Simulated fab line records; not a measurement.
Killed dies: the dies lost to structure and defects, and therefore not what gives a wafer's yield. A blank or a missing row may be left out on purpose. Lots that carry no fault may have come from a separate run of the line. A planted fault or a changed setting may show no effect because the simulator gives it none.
What tool caused it?    flow sky130    11 lots with 31 wafers sampled at 5 steps, on a route of 708 steps

WHAT THE GAUGES SHOWED, per wafer
SKY_SD_N_RS_MEAS_17: measurement is done with a four-point probe.
lot   measured      on            SD_P_RS (ohm/sq)
L857  day 27 11:53  filmMetro-02  147.5 147.1 147.5
L858  day 28 07:14  filmMetro-04  147.6 147.1 147.3
L862  day 29 19:53  filmMetro-01  146.7 146.6 146.6
L863  day 30 07:46  filmMetro-04  147.6 147.5 147.1
L865  day 30 20:28  filmMetro-01  146.9 146.9 147.2
L866  day 30 22:53  filmMetro-04  147.3 147.6 147.4
L873  day 33 16:41  filmMetro-01  147.1 147.0 147.2
L876  day 35 01:50  filmMetro-02  151.6 147.0
L877  day 35 02:01  filmMetro-01  151.4 151.4
L878  day 35 05:40  filmMetro-01  147.4 147.3 146.8
L879  day 35 11:35  filmMetro-02  147.8 147.5 147.5

WHAT TOOL EACH LOT RAN ON (gives the tool, then ch and the chambers of the sampled wafers, and finally the start)
lot   SKY_LDD_P_STRIP_10                   SKY_LDD_HVP_STRIP_09                 SKY_SD_P_IMPLANT_09              SKY_SD_P_STRIP_10
L857  plasmaAsher-02 ch 0,1, day 18 16:02  plasmaAsher-04 ch 1, day 21 05:19    implanter-01 ch 0, day 25 01:29  plasmaAsher-04 ch 0,1, day 25 01:38
L858  plasmaAsher-01 ch 0,1, day 19 11:49  plasmaAsher-02 ch 0,1, day 22 01:30  implanter-01 ch 0, day 25 20:24  plasmaAsher-01 ch 0,1, day 25 20:31
L862  plasmaAsher-03 ch 0, day 21 05:01    plasmaAsher-02 ch 0,1, day 23 17:19  implanter-04 ch 0, day 27 10:40  plasmaAsher-03 ch 0,1, day 27 10:49
L863  plasmaAsher-01 ch 0,1, day 21 17:23  plasmaAsher-02 ch 0,1, day 24 05:57  implanter-04 ch 0, day 27 22:10  plasmaAsher-03 ch 0,1, day 27 22:19
L865  plasmaAsher-01 ch 0,1, day 22 08:02  plasmaAsher-04 ch 0,1, day 24 20:16  implanter-04 ch 0, day 28 12:55  plasmaAsher-01 ch 0,1, day 28 13:04
L866  plasmaAsher-01 ch 0,1, day 22 10:56  plasmaAsher-03 ch 0,1, day 24 22:52  implanter-04 ch 0, day 28 16:06  plasmaAsher-01 ch 0,1, day 28 16:13
L873  plasmaAsher-02 ch 0,1, day 25 09:03  plasmaAsher-02 ch 0,1, day 27 19:12  implanter-01 ch 0, day 31 10:23  plasmaAsher-03 ch 0,1, day 31 10:30
L876  plasmaAsher-03 ch 0,1, day 25 20:23  plasmaAsher-02 ch 0,1, day 28 06:16  implanter-04 ch 0, day 32 19:40  plasmaAsher-03 ch 0,1, day 32 19:49
L877  plasmaAsher-02 ch 0, day 26 19:02    plasmaAsher-04 ch 1, day 29 03:36    implanter-04 ch 0, day 32 19:58  plasmaAsher-03 ch 0,1, day 32 20:07
L878  plasmaAsher-01 ch 0,1, day 27 01:08  plasmaAsher-04 ch 0,1, day 29 09:50  implanter-02 ch 0, day 32 23:05  plasmaAsher-01 ch 0,1, day 32 23:13
L879  plasmaAsher-01 ch 0,1, day 27 09:43  plasmaAsher-04 ch 0,1, day 29 18:48  implanter-02 ch 0, day 33 06:27  plasmaAsher-03 ch 1, day 33 06:34
- SKY_LDD_P_STRIP_10: strips in O2/N2.
- SKY_LDD_HVP_STRIP_09: strips in O2/N2.
- SKY_SD_P_IMPLANT_09
- SKY_SD_P_STRIP_10: strips in O2/N2.

THE ANSWER, worked out from the rows above alone
Rule: usual is defined by the lots themselves. The widest of any qualifying gaps counts: lots, ordered by their means at a reading, are off when they make up no more than a third of the lots, leave a main group of 4 or more, and stand apart from it by 3 or more times the standard deviation of that group's means. Not used: any main group whose means are identical at the precision the tables above print for the reading. Also off: a lot with no number at a reading for which 4 or more lots have one. All remaining lots with rows at the step are treated as sound.
Off: L876, L877, at SKY_SD_N_RS_MEAS_17 (SD_P_RS). The main group: mean 147.2 ohm/sq, standard deviation 0.27.
If a tool, at a process step before that reading, ran all the lots that are off and no sound lot after the first of them, it fits. Those tools and the gauges at SKY_SD_N_RS_MEAS_17 are tried in the same way. One fits: SKY_SD_P_IMPLANT_09 on implanter-04. A fault onset in the window from L866 (day 28 16:06, its last sound lot) to L876 (day 32 19:40, its first lot off) fits.

WHAT THE SIMULATOR HAD PUT IN
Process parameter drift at SKY_SD_P_IMPLANT_09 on implanter-04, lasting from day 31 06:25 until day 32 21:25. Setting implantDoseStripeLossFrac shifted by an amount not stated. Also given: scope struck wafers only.
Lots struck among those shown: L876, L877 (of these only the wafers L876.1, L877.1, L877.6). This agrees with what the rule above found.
